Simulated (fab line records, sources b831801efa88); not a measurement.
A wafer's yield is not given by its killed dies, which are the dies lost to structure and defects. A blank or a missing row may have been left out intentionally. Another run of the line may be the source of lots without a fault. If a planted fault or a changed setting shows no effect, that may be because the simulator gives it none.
The tool behind it: which one? | flow gf180mcu | 13 lots with 39 wafers sampled at 4 steps, on a route of 602 steps

WHAT EACH GAUGE READ, for each wafer
GF_V4_BOW_MEAS_05. Usual: V4_BOW 134 um, standard deviation 8.9.
lot  | measured     | on            | V4_BOW (um) | flag
L159 | day 23 11:13 | film_metro-02 | 130 115 133 |
L160 | day 23 19:14 | film_metro-04 | 126 122 135 |
L161 | day 23 23:37 | film_metro-02 | 160 147 141 |
L164 | day 25 07:34 | film_metro-01 | 134 134 130 |
L165 | day 25 09:07 | film_metro-01 | 129 132 133 |
L167 | day 26 07:07 | film_metro-04 | 128 130 141 |
L168 | day 26 08:55 | film_metro-02 | 151 149 151 |
L176 | day 29 00:23 | film_metro-02 | 128 133 137 |
L177 | day 29 03:50 | film_metro-04 | 121 140 126 |
L178 | day 29 13:18 | film_metro-02 | 131 132 130 |
L180 | day 30 04:15 | film_metro-02 | 143 130 137 |
L181 | day 30 11:02 | film_metro-02 | 141 153 144 |
L182 | day 30 19:58 | film_metro-04 | 132 118 109 |

GF_V4_OVL_MEAS_15. Usual: V4_OVL 1 nm, standard deviation 4.8.
lot  | measured     | on         | V4_OVL (nm) | flag
L159 | day 24 09:43 | overlay-02 | 2 1 3       |
L160 | day 24 16:22 | overlay-02 | -2 3 9      |
L161 | day 24 21:55 | overlay-01 | -2 2 5      |
L164 | day 26 05:24 | overlay-01 | 3 6 7       |
L165 | day 26 06:10 | overlay-01 | 3 4 5       |
L167 | day 27 03:39 | overlay-01 | -2 0 -3     |
L168 | day 27 05:38 | overlay-01 | -1 2 -1     |
L176 | day 29 19:14 | overlay-02 | 6 5 2       |
L177 | day 29 22:34 | overlay-02 | 6 -3 3      |
L178 | day 30 08:16 | overlay-01 | 2 3 1       |
L180 | day 30 22:34 | overlay-02 | -2 -5 -5    |
L181 | day 31 05:37 | overlay-02 | -11 -6 -7   |
L182 | day 31 14:16 | overlay-02 | 3 2 6       |

GF_MIM_THK_MEAS_06. Usual: MIM_CVD_05_THK 41.9 nm, standard deviation 0.56.
lot  | measured     | on            | MIM_CVD_05_THK (nm) | flag
L159 | day 24 11:23 | film_metro-02 | 41.5 42.0 42.9      |
L160 | day 24 18:02 | film_metro-02 | 41.4 42.7 41.8      |
L161 | day 25 00:35 | film_metro-02 | 42.3 41.6 42.0      |
L164 | day 26 07:07 | film_metro-03 | 41.2 41.2 42.2      |
L165 | day 26 07:50 | film_metro-03 | 41.5 42.4 43.2      |
L176 | day 29 20:53 | film_metro-03 | 41.4 40.4 41.8      |
L177 | day 30 00:16 | film_metro-01 | 41.7 41.4 42.2      |
L178 | day 30 09:58 | film_metro-01 | 41.7 42.7 42.2      |
L180 | day 31 00:14 | film_metro-01 | 41.9 42.1 42.0      |
L181 | day 31 07:15 | film_metro-01 | 41.0 42.7 41.5      |
L182 | day 31 15:56 | film_metro-03 | 41.2 42.2 42.2      |

WHAT TOOL EACH LOT RAN ON (gives the tool, then ch and the chambers of the sampled wafers, and finally the start)
lot  | GF_V4_SPUTTER_22
L159 | pvd_sputter-04, day 24 10:29
L160 | pvd_sputter-04, day 24 17:08
L161 | pvd_sputter-03, day 24 22:40
L164 | pvd_sputter-03, day 26 06:11
L165 | pvd_sputter-01, day 26 06:55
L167 | pvd_sputter-04, day 27 04:29
L168 | pvd_sputter-03, day 27 06:24
L176 | pvd_sputter-04, day 29 19:59
L177 | pvd_sputter-01, day 29 23:21
L178 | pvd_sputter-01, day 30 09:03
L180 | pvd_sputter-03, day 30 23:19
L181 | pvd_sputter-03, day 31 06:22
L182 | pvd_sputter-04, day 31 15:01
- GF_V4_SPUTTER_22: material TiN, target thk 10 nm, time 40 s.

WHAT THE TOOLS THEMSELVES READ (means of the sampled wafers that have a number; where no wafer has one, the mark that the record gives instead)
GF_V4_SPUTTER_22. Usual: cathode_dc_power_W 4000.0 W, standard deviation 0.75; chamber_pressure_pa 5.000 Pa, standard deviation 0.01; throttle_valve_pct 30.5 %, standard deviation 0.93.
lot  | tool           | cathode_dc_power_W (W) | chamber_pressure_pa (Pa) | throttle_valve_pct (%) | flag
L159 | pvd_sputter-04 | 4000.0                 | 5.004                    | 29.9                   |
L160 | pvd_sputter-04 | 3999.5                 | 5.016                    | 30.5                   |
L161 | pvd_sputter-03 | 4000.3                 | 5.005                    | 30.5                   |
L164 | pvd_sputter-03 | 4000.2                 | 4.998                    | 30.9                   |
L165 | pvd_sputter-01 | 3999.2                 | 4.992                    | 30.9                   |
L167 | pvd_sputter-04 | -                      | -                        | -                      | OFF
L168 | pvd_sputter-03 | -                      | -                        | -                      | OFF
L176 | pvd_sputter-04 | 3999.7                 | 4.997                    | 30.2                   |
L177 | pvd_sputter-01 | 4000.5                 | 4.992                    | 30.7                   |
L178 | pvd_sputter-01 | 3999.6                 | 5.003                    | 30.7                   |
L180 | pvd_sputter-03 | 4000.0                 | 4.995                    | 30.9                   |
L181 | pvd_sputter-03 | 4000.3                 | 5.001                    | 30.7                   |
L182 | pvd_sputter-04 | 3999.4                 | 5.007                    | 30.4                   |

THE ANSWER, worked out from the rows above alone
Rule: take the mean of a lot's wafers that have a number; if it is more than 3 standard deviations from the usual mean, the lot is off. A lot without any number at a reading at which 4 lots or more have one is off too. All remaining lots with rows at the step are treated as sound. First the gauges in route order, then the tools' own readings, where a lot's mean is used as printed above. The first step at which some lot is off is used, and at that step the reading that is off furthest; a lot without a number counts as furthest.
Off, at GF_V4_SPUTTER_22 on cathode_dc_power_W: L167, L168. Without a number there: L167, L168.
If a tool, at that step or one of the process steps before it, ran each lot that is off and ran no sound lot following the first of them, it fits. Of those tried, none fits.

WHAT WAS PUT IN BY THE SIMULATOR
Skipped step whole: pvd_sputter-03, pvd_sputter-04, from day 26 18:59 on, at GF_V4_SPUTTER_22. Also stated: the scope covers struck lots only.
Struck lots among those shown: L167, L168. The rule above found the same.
